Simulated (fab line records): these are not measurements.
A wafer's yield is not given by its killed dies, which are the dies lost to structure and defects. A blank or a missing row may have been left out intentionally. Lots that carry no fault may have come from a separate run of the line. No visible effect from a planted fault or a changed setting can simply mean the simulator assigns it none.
A lot that was struck, set against a sound lot || flow sky130 || 21 out of 708 route steps
Sound: these wafers, L443.1, L443.2, L443.6. Wafers L450.3, L450.4, L450.5 were the ones struck. Last of all comes the cause.
Per side, at each step with rows, come the tool, then ch with its chambers, and then its first start. Under that, the readings that differ: sound wafers || struck wafers || difference of the means || sigmas: that difference in standard deviations of wafers without a fault.
alike: readings with means less than 2 such deviations apart, plus words and numbers identical on both sides. not compared: withheld readings, readings lacking a value on some wafer, bounds such as >300 that could conceal the same value, and numbers that have no deviation in the record and whose values overlap.
Wherever a step has rows on one side only, a row that says differs or no value, or a row with sigmas, the two part there. When numbers do not overlap yet have no deviation, they are printed without sigmas and do not part them. A reading that every wafer of one side lacks parts them only if that side has two wafers or more.

first, 3 steps without rows for these wafers: SKY_RES_PROTECT_PEB_05; SKY_RES_PROTECT_DEVELOP_06 (develop time 60 s); SKY_POLY_GATE_IMPLANT_02.
SKY_RES_PROTECT_STRIP_07: strips in O2/N2.
  sound on plasma_asher-03 ch 0,1, day 17 15:37; struck on plasma_asher-02 ch 0,1, day 20 07:53
  alike: drypump_motor_current_A, oes_product_au, strip_time_to_endpoint_s
  not compared: rf_hours_counter_h
SKY_RES_PROTECT_TW_MEAS_08:
  sound: film_metro-01 at day 17 15:43; struck: film_metro-02 at day 20 07:59
  alike: POLY_GATE_TW
then, 2 steps without rows for these wafers: SKY_RES_PROTECT_CLEAN_09 (cleans in SC1/SC2, time 150 s); SKY_POLY_GATE_CVD_03 (deposits Si3N4 from DCS/NH3, target thk 75 nm, time 1290 s).
SKY_POLY_GATE_THK_MEAS_04:
  sound: film_metro-02 at day 17 21:33; struck: film_metro-03 at day 20 14:01
  alike: POLY_GATE_CVD_03_THK
then, 4 steps without rows for these wafers: SKY_POLY_GATE_DEHYDRATE_05 (time 60 s); SKY_POLY_GATE_HMDS_06 (prime time 60 s); SKY_POLY_GATE_COAT_07 (resist thk 110 nm); SKY_POLY_GATE_COAT_08 (resist thk 450 nm).
SKY_POLY_GATE_SOFTBAKE_09: time 90 s.
  sound on litho_track-02 ch 0, day 18 12:00; struck on litho_track-03 ch 0, day 21 05:00
{"reading": "heater_power_total_W (W)", "sound": "57.27 57.30 57.28", "struck": "52.36 52.16 52.31", "difference": -5.01, "sigmas": -46}
{"reading": "plate_temp_C (C)", "sound": "99.99 99.96 100.21", "struck": "93.56 93.58 93.51", "difference": -6.50, "sigmas": -46}
then, 2 steps without rows for these wafers: SKY_POLY_GATE_EXPOSE_10 (exposes mask P1M, target cd 150 nm); SKY_POLY_GATE_PEB_11.
SKY_POLY_GATE_DEVELOP_12: develop time 60 s.
  sound on litho_track-02 ch 0; struck on litho_track-02 ch 0
{"reading": "model.KrF-thick_of_POLY_GATE_COAT_08.thk_nm (nm)", "sound": "437.4 439 438.3", "struck": "440.6 440.5 439.1", "difference": "+1.8", "sigmas": ""}
SKY_POLY_GATE_CD_MEAS_13 targets a cd of 150 nm.
  sound: cd_sem-01 at day 19 04:04; struck: cd_sem-02 at day 21 20:57
{"reading": "cd_nm (nm)", "sound": "149.7 150.1 150.0", "struck": "153.9 153.2 153.1", "difference": "+3.5", "sigmas": "+3"}
SKY_POLY_GATE_OVL_MEAS_14:
  sound: overlay-01 at day 19 04:11; struck: overlay-02 at day 21 21:02
  alike: POLY_GATE_OVL
SKY_POLY_GATE_ETCH_15: etches BARC in N2/H2, stops on SiO2, time 118.5 s, target depth 110 nm.
  sound on rie_diel-01 ch 0,2,3, day 19 04:13; struck on rie_diel-03 ch 0,2, day 21 21:04
  alike: drypump_motor_current_A, oes_product_au, throttle_valve_pct
  not compared: rf_hours_counter_h, model.KrF-thick_of_POLY_GATE_COAT_08.thk_nm
SKY_POLY_GATE_ETCH_16: etches Si3N4 in CH3F/O2, stops on poly-Si, time 147.5 s, target depth 75 nm.
  sound on rie_diel-01 ch 0,2,3, day 19 04:18; struck on rie_diel-03 ch 0,2, day 21 21:09
  alike: ch3f_flow_sccm, drypump_motor_current_A, oes_product_au, throttle_valve_pct
  not compared: rf_hours_counter_h
-- the record jumps here: 28 days lie between the struck wafers' starts before and after (it left off in module POLY_GATE and takes up again in module PAD_OPEN, whose first step shown is number 708 of the route) --
SKY_PAD_OPEN_PROBE_99:
  sound: prober-01 at day 47 11:31; struck: prober-02 at day 49 16:19
  alike: killed_at_M0_to_M3, killed_at_M4_up, killed_at_contacts, killed_at_front_end, killed_at_other, killed_dies, killed_open, killed_short

WHERE THEY PART
Last at SKY_POLY_GATE_CD_MEAS_13 as far as this record goes, first at SKY_POLY_GATE_SOFTBAKE_09. Later steps at which nothing parts them and some readings are alike: SKY_POLY_GATE_OVL_MEAS_14, SKY_POLY_GATE_ETCH_15, SKY_POLY_GATE_ETCH_16, SKY_PAD_OPEN_PROBE_99.

WHY: the cause the simulator had injected
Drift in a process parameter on litho_track-03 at SKY_POLY_GATE_SOFTBAKE_09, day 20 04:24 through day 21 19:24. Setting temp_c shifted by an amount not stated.
